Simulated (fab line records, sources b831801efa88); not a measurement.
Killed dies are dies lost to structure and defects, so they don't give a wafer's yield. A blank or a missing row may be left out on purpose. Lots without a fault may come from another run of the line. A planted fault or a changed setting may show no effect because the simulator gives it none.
Which tool did it? | flow sky130 | 12 lots, 36 wafers sampled, at 4 steps of a route of 708

WHAT THE GAUGES READ, wafer by wafer
SKY_VT_ADJUST_PCH_TW_MEAS_10.
lot  | measured     | on            | VT_ADJUST_PCH_TW
L075 | day 11 00:55 | film_metro-02 | 144.0 144.0 143.9
L077 | day 11 08:40 | film_metro-03 | 139.6 140.4 139.5
L079 | day 12 04:24 | film_metro-02 | 144.3 144.3 144.5
L081 | day 12 14:01 | film_metro-01 | 139.8 140.7 139.7
L083 | day 13 06:16 | film_metro-02 | 143.6 143.2 143.4
L085 | day 13 21:22 | film_metro-02 | 142.5 143.4 143.7
L087 | day 14 15:16 | film_metro-02 | 143.5 142.4 142.5
L089 | day 15 03:39 | film_metro-03 | 140.7 140.0 139.5
L091 | day 15 17:46 | film_metro-01 | 140.2 140.9 140.0
L093 | day 16 10:40 | film_metro-01 | 140.8 140.9 140.3
L095 | day 17 03:01 | film_metro-03 | 141.5 141.0 141.8
L097 | day 17 12:52 | film_metro-01 | 139.4 139.7 140.2

WHICH TOOL RAN EACH LOT (tool, then ch and the chambers of the sampled wafers, then the start)
lot  | SKY_FIELD_ISO_ETCH_15             | SKY_VT_ADJUST_LVTN_STRIP_09          | SKY_VT_ADJUST_PCH_STRIP_09
L075 | rie_diel-02 ch 0,2, day 2 10:20   | plasma_asher-04 ch 0,1, day 7 10:50  | plasma_asher-01 ch 0,1, day 11 00:49
L077 | rie_diel-02 ch 1,2, day 2 21:38   | plasma_asher-02 ch 0,1, day 7 16:39  | plasma_asher-01 ch 0,1, day 11 08:34
L079 | rie_diel-02 ch 2,3, day 3 06:44   | plasma_asher-04 ch 0,1, day 8 09:21  | plasma_asher-04 ch 1, day 12 04:17
L081 | rie_diel-03 ch 1,3, day 3 16:52   | plasma_asher-01 ch 0,1, day 8 17:39  | plasma_asher-03 ch 1, day 12 13:55
L083 | rie_diel-04 ch 0,1,2, day 4 02:38 | plasma_asher-01 ch 0,1, day 9 07:48  | plasma_asher-03 ch 0,1, day 13 06:10
L085 | rie_diel-04 ch 1,2, day 4 13:32   | plasma_asher-01 ch 0,1, day 9 21:17  | plasma_asher-01 ch 0,1, day 13 21:16
L087 | rie_diel-02 ch 1,2, day 4 23:28   | plasma_asher-02 ch 0,1, day 10 12:25 | plasma_asher-03 ch 0,1, day 14 15:10
L089 | rie_diel-04 ch 1,3, day 5 11:14   | plasma_asher-01 ch 0, day 10 21:37   | plasma_asher-01 ch 1, day 15 03:32
L091 | rie_diel-02 ch 0,2,3, day 5 20:52 | plasma_asher-04 ch 0,1, day 11 10:50 | plasma_asher-01 ch 1, day 15 17:40
L093 | rie_diel-04 ch 2,3, day 6 08:13   | plasma_asher-02 ch 0,1, day 11 23:29 | plasma_asher-01 ch 0,1, day 16 10:34
L095 | rie_diel-03 ch 0,1,2, day 6 17:29 | plasma_asher-02 ch 0,1, day 12 15:05 | plasma_asher-01 ch 1, day 17 02:55
L097 | rie_diel-03 ch 0,1,2, day 7 03:31 | plasma_asher-02 ch 0,1, day 13 00:34 | plasma_asher-03 ch 0,1, day 17 12:46
- SKY_FIELD_ISO_ETCH_15: etches the open film in CHF3/O2, stops on Si, target depth 180 nm, time 72 s.
- SKY_VT_ADJUST_LVTN_STRIP_09: strips in O2/N2.
- SKY_VT_ADJUST_PCH_STRIP_09: strips in O2/N2.

THE ANSWER, worked out from the rows above alone
Rule: what is usual is taken from the lots themselves. Put in order of their means at a reading, lots are off if they are a third of the lots or fewer, leave a main group of 4 or more, and stand apart from it by a gap of 3 or more times the standard deviation of the main group's means; of several such gaps the widest counts. A main group whose means are all the same, to the digits that the tables above print for the reading, isn't used. A lot without any number at a reading at which 4 lots or more have one is off too. The other lots that the step has rows for count as sound.
No lot is off at any reading shown: from this, nothing can be told.

WHAT THE SIMULATOR HAD PUT IN
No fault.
